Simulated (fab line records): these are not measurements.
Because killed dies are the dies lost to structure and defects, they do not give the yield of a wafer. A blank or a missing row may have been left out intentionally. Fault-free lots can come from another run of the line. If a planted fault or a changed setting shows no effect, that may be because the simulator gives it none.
8D (eight disciplines) problem report, filled in by code || flow sky130 || the parts of the form that need people (team, actions taken, sign-off) are left out

== 1. THE ISSUE ==
beam_energy_keV at SKY_VT_ADJUST_HVTP_IMPLANT_09 reads a mean of 141.50 on 6 wafers of 2 lots; wafers without a fault read 149.99 with a standard deviation of 0.047. That is -99 or more standard deviations from the usual mean.
Seen first at day 9 09:58 on implanter-01, wafer L770.2. The record holds 33 wafers of 11 lots with a number at this step. Rule for "out", or "out of limits": more than 4 standard deviations from the usual mean. The rest of the wafers with a number are treated as sound.

== 2. WHAT IT IS, WHAT IT ISN'T ==
{"question": "which readings at this step", "is": "beam_energy_keV", "is not": "-"}
{"question": "which lots", "is": "L770, L771", "is not": "L757, L758, L759, L760, L763, L764, L776, L777, L778"}
{"question": "which wafers of those lots", "is": "all that have a number", "is not": "-"}
{"question": "read on which tools", "is": "implanter-01", "is not": "implanter-03, implanter-04"}
{"question": "when", "is": "from day 9 09:58", "is not": "up to then (18 sound wafers); but 9 sound wafers of L776, L777, L778 came after"}

== 3. WHAT RULES OUT EACH SUSPECT ==
Counting: any tool at a process step up to the reading is kept as a suspect provided that every lot that is out went through it and no sound lot did after the first of them.
- plasma_asher-01 at SKY_NWELL_STRIP_14 (strips in O2/N2): kept. It ran every lot that is out, first L770 (day 7 14:59), and no sound lot after that; its last sound lot up to then is L763 (day 6 02:16).
- implanter-01 at SKY_VT_ADJUST_HVTP_IMPLANT_09: kept. It ran every lot that is out, first L770 (day 9 09:58), and no sound lot after that; its last sound lot up to then is L764 (day 7 20:46). Its own beam_energy_keV readings are out on those wafers.
Left after counting: plasma_asher-01 at SKY_NWELL_STRIP_14, implanter-01 at SKY_VT_ADJUST_HVTP_IMPLANT_09.

== 4. THE CAUSE (what the simulator had put in) ==
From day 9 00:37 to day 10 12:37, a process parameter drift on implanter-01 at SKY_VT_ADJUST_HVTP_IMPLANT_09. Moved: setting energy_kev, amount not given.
Counting left 2 suspects, and this tool is among them.

== 5. SEQUENCE OF EFFECTS, ordered by route ==
Rows list readings where the struck wafers' mean (over those with a number) sits beyond 3 standard deviations from the usual. Readings are gone through only where the record gives a usual standard deviation; hours: the median, over the lots, of the time from a lot's start at the first step in this table giving one to that lot's start at this step; sigmas: the change measured in usual standard deviations.
{"hours": 0, "step": "SKY_VT_ADJUST_HVTP_IMPLANT_09", "reading": "beam_energy_keV", "usual": 149.99, "on struck wafers": 141.50, "change": -8.49, "sigmas": "-99 or more"}
{"hours": 0, "step": "SKY_VT_ADJUST_HVTP_TW_MEAS_11", "reading": "VT_ADJUST_HVTP_TW", "usual": 1366, "on struck wafers": 1342, "change": -24, "sigmas": -3.1}
The process steps in it:
- SKY_VT_ADJUST_HVTP_IMPLANT_09

== 6. HOW IT WOULD HAVE BEEN CAUGHT EARLIER ==
The fault began at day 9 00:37; the first out-of-limits reading in this record came at day 9 09:58, 9 hours later.
